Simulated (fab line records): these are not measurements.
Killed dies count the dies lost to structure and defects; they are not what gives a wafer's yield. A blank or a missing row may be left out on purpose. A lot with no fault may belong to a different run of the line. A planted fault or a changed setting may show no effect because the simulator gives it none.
The tool behind it: which one? ; flow sky130 ; 42 wafers from 14 lots sampled at 4 of the route's 708 steps

## WHAT EACH GAUGE READ, for each wafer
SKY_SD_N_RS_MEAS_17: a four-point-probe measurement. Usual: for SD_P_RS the level is 147.1 ohm/sq and the standard deviation is 0.36.
lot;measured;on;SD_P_RS (ohm/sq);flag
L881;day 28 03:27;film-metro-03;146.5 146.5 146.7;
L880;day 28 03:50;film-metro-01;147.2 147.5 147.3;
L882;day 28 11:20;film-metro-01;147.2 147.4 146.9;
L885;day 29 18:07;film-metro-01;147.9 147.7 147.7;
L884;day 29 19:50;film-metro-01;147.6 147.8 147.6;
L886;day 29 20:53;film-metro-01;147.0 147.0 147.4;
L887;day 30 14:00;film-metro-01;147.0 147.6 147.4;
L889;day 31 07:16;film-metro-01;147.2 147.5 147.3;
L890;day 31 08:27;film-metro-01;146.8 146.8 146.8;
L897;day 34 03:14;film-metro-02;146.3 147.1 146.7;
L899;day 34 05:58;film-metro-03;147.4 147.8 147.4;
L901;day 34 19:00;film-metro-03;147.0 146.9 147.5;
L902;day 34 19:28;film-metro-01;147.4 147.5 147.3;
L903;day 35 06:47;film-metro-02;146.7 146.9 147.1;

SKY_CONTACT_CD_MEAS_14 targets a cd of 170 nm. Usual: cd-nm 169.9 nm, standard deviation 1.
lot;measured;on;cd-nm (nm);flag
L881;day 31 17:06;cd-sem-01;169.8 170.9 171.2;
L880;day 31 18:25;cd-sem-01;171.0 169.8 171.1;
L882;day 32 02:40;cd-sem-01;169.2 168.9 168.3;
L885;day 33 06:49;cd-sem-01;169.2 171.0 170.8;
L884;day 33 10:07;cd-sem-02;169.3 170.1 169.6;
L886;day 33 10:58;cd-sem-02;169.3 169.6 170.8;
L887;day 34 03:08;cd-sem-02;170.6 169.2 170.9;
L889;day 34 20:07;cd-sem-01;- - -;OFF
L890;day 34 20:34;cd-sem-02;- - -;OFF
L897;day 37 14:04;cd-sem-02;168.8 170.4 169.5;
L899;day 37 15:43;cd-sem-02;170.2 170.3 169.5;
L901;day 38 04:32;cd-sem-02;169.4 169.5 168.4;
L902;day 38 05:29;cd-sem-02;169.4 170.8 169.2;
L903;day 38 15:46;cd-sem-01;172.1 171.5 171.8;

## TOOL THAT RAN EACH LOT (tool first, then ch and the chambers of the sampled wafers, then the start)
lot;SKY_SD_N_RTA_14;SKY_CONTACT_EXPOSE_11
L881;rtp-anneal-01 ch 0, day 28 03:09;krf-scanner-02 ch 0, day 31 03:32
L880;rtp-anneal-02 ch 0, day 28 03:32;krf-scanner-01 ch 0, day 31 04:59
L882;rtp-anneal-01 ch 0, day 28 11:01;krf-scanner-01 ch 0, day 31 12:29
L885;rtp-anneal-01 ch 0, day 29 17:49;krf-scanner-01 ch 0, day 32 17:25
L884;rtp-anneal-02 ch 0, day 29 19:32;krf-scanner-02 ch 0, day 32 20:38
L886;rtp-anneal-01 ch 0, day 29 20:34;krf-scanner-01 ch 0, day 32 21:50
L887;rtp-anneal-02 ch 0, day 30 13:42;krf-scanner-01 ch 0, day 33 13:53
L889;rtp-anneal-02 ch 0, day 31 06:58;krf-scanner-02, day 34 07:47
L890;rtp-anneal-01 ch 0, day 31 08:10;krf-scanner-01, day 34 08:01
L897;rtp-anneal-01 ch 0, day 34 02:56;krf-scanner-01 ch 0, day 37 01:22
L899;rtp-anneal-02 ch 0, day 34 05:40;krf-scanner-01 ch 0, day 37 02:34
L901;rtp-anneal-02 ch 0, day 34 18:42;krf-scanner-01 ch 0, day 37 16:12
L902;rtp-anneal-01 ch 0, day 34 19:10;krf-scanner-01 ch 0, day 37 16:38
L903;rtp-anneal-02 ch 0, day 35 06:30;krf-scanner-01 ch 0, day 38 02:58
- SKY_SD_N_RTA_14: time 2 s.
- SKY_CONTACT_EXPOSE_11: exposes mask CTM1, target cd 170 nm.

## WHAT THE TOOLS THEMSELVES READ (means of the sampled wafers that have a number; where no wafer has one, the mark that the record gives instead)
SKY_SD_N_RTA_14. Usual: lamp-power-pct 15.73 %, standard deviation 0.056; wafer_temp_C_max 1078.0, standard deviation 1.4.
lot;tool;lamp-power-pct (%);wafer_temp_C_max;flag
L881;rtp-anneal-01;15.74;1078.3;
L880;rtp-anneal-02;15.70;1079.1;
L882;rtp-anneal-01;15.79;1078.0;
L885;rtp-anneal-01;15.73;1078.0;
L884;rtp-anneal-02;15.74;1079.3;
L886;rtp-anneal-01;15.73;1076.9;
L887;rtp-anneal-02;15.75;1079.0;
L889;rtp-anneal-02;15.78;1078.8;
L890;rtp-anneal-01;15.72;1078.9;
L897;rtp-anneal-01;15.76;1077.1;
L899;rtp-anneal-02;15.66;1078.0;
L901;rtp-anneal-02;15.76;1078.8;
L902;rtp-anneal-01;15.68;1077.9;
L903;rtp-anneal-02;15.77;1078.0;

SKY_CONTACT_EXPOSE_11. Usual: exposure-dose-mJ-cm2 37.93, standard deviation 0.044; focus-offset-nm 0.0 nm, standard deviation 0.56; stage-vel-mm-s 499.99 mm/s, standard deviation 0.26.
lot;tool;exposure-dose-mJ-cm2;focus-offset-nm (nm);stage-vel-mm-s (mm/s);flag
L881;krf-scanner-02;37.96;-0.8;500.20;
L880;krf-scanner-01;37.95;0.5;499.70;
L882;krf-scanner-01;37.94;0.5;499.90;
L885;krf-scanner-01;37.88;-0.1;500.20;
L884;krf-scanner-02;37.98;-0.9;499.87;
L886;krf-scanner-01;37.94;-0.4;500.00;
L887;krf-scanner-01;37.98;0.4;500.05;
L889;krf-scanner-02;-;-;-;OFF
L890;krf-scanner-01;-;-;-;OFF
L897;krf-scanner-01;37.91;0.0;500.23;
L899;krf-scanner-01;37.91;-0.4;499.82;
L901;krf-scanner-01;37.87;0.5;499.97;
L902;krf-scanner-01;37.97;0.0;500.24;
L903;krf-scanner-01;37.91;-0.3;500.29;

## THE ANSWER, worked out from the rows above alone
Rule: lot off if the mean of its wafers having a number is beyond 3 standard deviations from the usual mean. Also off: a lot with no number at a reading for which 4 or more lots have one. Where the step has rows for the other lots, those lots are counted as sound. First the gauges in route order, then the tools' own readings, where a lot's mean is used as printed above. At the first step where some lot is off, the reading lying furthest off is the one used; lots without a number count as furthest.
Off, at SKY_CONTACT_CD_MEAS_14 on cd-nm: L889, L890. Without a number there: L889, L890.
If a tool, at a process step before that reading, ran all the lots that are off and no sound lot after the first of them, it fits. The gauges at SKY_CONTACT_CD_MEAS_14 aren't tried: what is off there is off at SKY_CONTACT_EXPOSE_11 too, on other tools, and a gauge's error can't cause that. No candidate that was tried fits.

## WHAT HAD BEEN PUT IN BY THE SIMULATOR
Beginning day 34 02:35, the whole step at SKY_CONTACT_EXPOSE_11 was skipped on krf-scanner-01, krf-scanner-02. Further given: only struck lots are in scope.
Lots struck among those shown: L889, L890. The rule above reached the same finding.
